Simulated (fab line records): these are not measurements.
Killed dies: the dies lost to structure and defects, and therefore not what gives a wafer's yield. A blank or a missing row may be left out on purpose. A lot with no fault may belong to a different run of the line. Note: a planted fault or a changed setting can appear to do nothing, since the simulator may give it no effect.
Which tool did it? -- flow gf180mcu -- 12 lots, 36 wafers sampled, at 6 steps of a route of 602

== WHAT THE GAUGES READ, wafer by wafer ==
GF_MVPSD_TW_MEAS_11.
lot,measured,on,MVPSD_TW
L321,day 5 16:20,filmMetro-04,551 548 548
L322,day 5 16:41,filmMetro-04,553 550 550
L323,day 6 00:14,filmMetro-03,562 561 563
L324,day 6 04:44,filmMetro-04,549 552 556
L329,day 7 10:36,filmMetro-04,549 552 551
L330,day 7 11:28,filmMetro-02,553 554 554
L331,day 7 20:14,filmMetro-02,554 555 556
L332,day 7 23:56,filmMetro-02,552 553 554
L336,day 9 01:50,filmMetro-03,563 565 566
L340,day 10 00:21,filmMetro-04,643 645 645
L341,day 10 05:31,filmMetro-04,640 641 643
L343,day 10 17:48,filmMetro-02,554 551 550

GF_VT_IMPLANT_OVL_MEAS_07.
lot,measured,on,VT_IMPLANT_OVL (nm)
L321,day 6 07:19,overlay-01,0.8 3.2 -0.2
L322,day 6 07:31,overlay-02,-1.7 -1.8 -0.4
L323,day 6 15:13,overlay-02,0.8 0.5 2.0
L324,day 6 19:46,overlay-01,1.3 -1.4 2.0
L329,day 8 01:38,overlay-01,-0.1 -0.6 0.1
L330,day 8 03:01,overlay-01,1.3 1.3 0.7
L331,day 8 12:33,overlay-02,-1.1 0.4 -0.4
L332,day 8 16:10,overlay-01,0.1 -1.1 1.8
L336,day 9 18:41,overlay-02,-0.4 0.7 -0.6
L340,day 10 17:52,overlay-02,-1.9 -2.2 -0.3
L341,day 11 00:08,overlay-02,3.9 2.2 1.2
L343,day 11 11:17,overlay-02,0.2 1.3 0.1

GF_VT_IMPLANT_RS_MEAS_49: uses a four-point probe to measure.
lot,measured,on,MVPSD_RS (ohm/sq)
L321,day 8 06:34,filmMetro-02,1168 1175 1172
L322,day 8 07:58,filmMetro-04,1159 1165 1162
L323,day 8 15:52,filmMetro-02,1171 1171 1172
L324,day 8 20:17,filmMetro-04,1169 1166 1168
L329,day 10 05:28,filmMetro-03,1171 1172 1169
L330,day 10 07:14,filmMetro-04,1165 1165 1164
L331,day 10 17:33,filmMetro-04,1167 1168 1166
L332,day 10 21:34,filmMetro-02,1170 1170 1170
L336,day 12 02:17,filmMetro-02,1171 1169 1169
L340,day 13 03:10,filmMetro-04,881 882 880
L341,day 13 11:02,filmMetro-04,882 881 881
L343,day 13 22:29,filmMetro-04,1162 1161 1162

== WHAT TOOL EACH LOT RAN ON (gives the tool, then ch and the chambers of the sampled wafers, and finally the start) ==
lot,GF_STI_CMP_25,GF_LVPWELL_STRIP_10,GF_MVPSD_IMPLANT_08
L321,"cmp-01 ch 1,2, day 2 13:16","plasmaAsher-02 ch 0,1, day 4 11:24","implanter-04 ch 0, day 5 15:58"
L322,"cmp-01 ch 0,1,3, day 2 17:08","plasmaAsher-04 ch 0,1, day 4 11:45","implanter-03 ch 0, day 5 16:17"
L323,"cmp-01 ch 0,1,2, day 2 23:08","plasmaAsher-02 ch 0,1, day 4 19:23","implanter-01 ch 0, day 5 23:52"
L324,"cmp-02 ch 1,2,3, day 3 04:28","plasmaAsher-01 ch 0,1, day 4 22:58","implanter-01 ch 0, day 6 04:20"
L329,"cmp-01 ch 1,2,3, day 4 03:44","plasmaAsher-01 ch 0,1, day 6 02:25","implanter-04 ch 0, day 7 10:12"
L330,"cmp-01 ch 0,2,3, day 4 07:28","plasmaAsher-01 ch 0,1, day 6 05:00","implanter-03 ch 0, day 7 11:04"
L331,"cmp-01 ch 0,1,3, day 4 15:13","plasmaAsher-02 ch 0,1, day 6 13:03","implanter-01 ch 0, day 7 19:53"
L332,"cmp-01 ch 1,2, day 4 16:50","plasmaAsher-02 ch 1, day 6 15:55","implanter-04 ch 0, day 7 23:32"
L336,"cmp-02 ch 0,1,2, day 5 15:02","plasmaAsher-01 ch 0,1, day 7 16:45","implanter-04 ch 0, day 9 01:26"
L340,"cmp-02 ch 0,2, day 6 11:01","plasmaAsher-02 ch 0, day 8 12:47","implanter-04 ch 0, day 9 23:57"
L341,"cmp-02 ch 1,2, day 6 15:52","plasmaAsher-02 ch 0,1, day 8 18:28","implanter-04 ch 0, day 10 05:09"
L343,"cmp-01 ch 0,3, day 7 02:07","plasmaAsher-02 ch 0,1, day 9 06:25","implanter-03 ch 0, day 10 17:26"
- GF_STI_CMP_25: polishes, stops on Si3N4, t overpolish 33 s, target thk 524.6 nm.
- GF_LVPWELL_STRIP_10: strips in O2/N2.
- GF_MVPSD_IMPLANT_08

== AS READ BY THE TOOLS THEMSELVES (means over the sampled wafers that have a number; for cases with no such wafer, the mark the record gives instead) ==
GF_STI_CMP_25.
lot,tool,edgeZonePressureFrac,motorCurrentA (A),overpolishRunS (s),timeToEndpointS (s)
L321,cmp-01,0.998,12.9,33.003,122
L322,cmp-01,0.999,13.5,33.005,123
L323,cmp-01,1.001,14.3,33.003,118
L324,cmp-02,0.999,11.8,32.995,124
L329,cmp-01,1.001,13.0,32.994,121
L330,cmp-01,0.996,13.3,32.997,121
L331,cmp-01,1.002,13.3,32.998,121
L332,cmp-01,1.003,13.1,32.991,124
L336,cmp-02,1.004,12.0,33.001,122
L340,cmp-02,1.003,12.6,33.002,123
L341,cmp-02,0.999,11.6,32.998,134
L343,cmp-01,1.001,14.4,33.002,124

GF_LVPWELL_STRIP_10.
lot,tool,drypumpMotorCurrentA (A),heaterPowerW (W),oesProductAu (a.u.),stripTimeToEndpointS (s)
L321,plasmaAsher-02,5.5,314,0.726,36.88
L322,plasmaAsher-04,6.2,312,0.720,37.02
L323,plasmaAsher-02,5.1,318,0.725,37.10
L324,plasmaAsher-01,5.3,303,0.723,37.04
L329,plasmaAsher-01,5.6,297,0.722,36.84
L330,plasmaAsher-01,5.3,299,0.722,37.01
L331,plasmaAsher-02,5.5,310,0.725,37.02
L332,plasmaAsher-02,5.8,302,0.723,37.04
L336,plasmaAsher-01,5.6,303,0.723,36.91
L340,plasmaAsher-02,4.8,322,0.725,37.10
L341,plasmaAsher-02,5.2,314,0.722,36.79
L343,plasmaAsher-02,5.2,317,0.722,36.81

GF_MVPSD_IMPLANT_08.
lot,tool,beamOnS (s),doseIonsCm2,faradayCurrentUA
L321,implanter-04,10.08,1.4993e+13,83.7
L322,implanter-03,10.19,1.4982e+13,83.1
L323,implanter-01,10.00,1.5005e+13,84.6
L324,implanter-01,10.14,1.4977e+13,83.5
L329,implanter-04,9.83,1.5001e+13,86.1
L330,implanter-03,10.08,1.5013e+13,83.9
L331,implanter-01,10.07,1.4997e+13,84.0
L332,implanter-04,9.81,1.4996e+13,86.4
L336,implanter-04,10.26,1.5006e+13,82.3
L340,implanter-04,9.79,2.6199e+13,150.4
L341,implanter-04,10.03,2.6168e+13,147.3
L343,implanter-03,9.95,1.4990e+13,84.9

== THE ANSWER, worked out from the rows above alone ==
Rule: the usual values come from the lots themselves. Put in order of their means at a reading, lots are off if they are a third of the lots or fewer, leave a main group of 4 or more, and stand apart from it by a gap of 3 or more times the standard deviation of the main group's means; of several such gaps the widest counts. If all means in a main group match to the digits the tables above print for the reading, that group is not used. Also off: a lot with no number at a reading for which 4 or more lots have one. The other lots that the step has rows for count as sound. Order of review: gauges by route order, followed by the tools' own readings, for which a lot's mean as printed above is used. The first step at which some lot is off is used, and at that step the reading that is off furthest; a lot without a number counts as furthest.
Off: at GF_MVPSD_TW_MEAS_11 (MVPSD_TW), L340, L341. Main group: mean 554, sd 4.8.
If a tool, at a process step before that reading, ran all the lots that are off and no sound lot after the first of them, it fits. Not tried: the gauges at GF_MVPSD_TW_MEAS_11; whatever is off there is also off at GF_MVPSD_IMPLANT_08, on other tools, and gauge error can't account for it. 2 tools fit, cmp-02 at GF_STI_CMP_25 and implanter-04 at GF_MVPSD_IMPLANT_08, so this cannot tell which one it is.

== WHAT THE SIMULATOR PUT IN ==
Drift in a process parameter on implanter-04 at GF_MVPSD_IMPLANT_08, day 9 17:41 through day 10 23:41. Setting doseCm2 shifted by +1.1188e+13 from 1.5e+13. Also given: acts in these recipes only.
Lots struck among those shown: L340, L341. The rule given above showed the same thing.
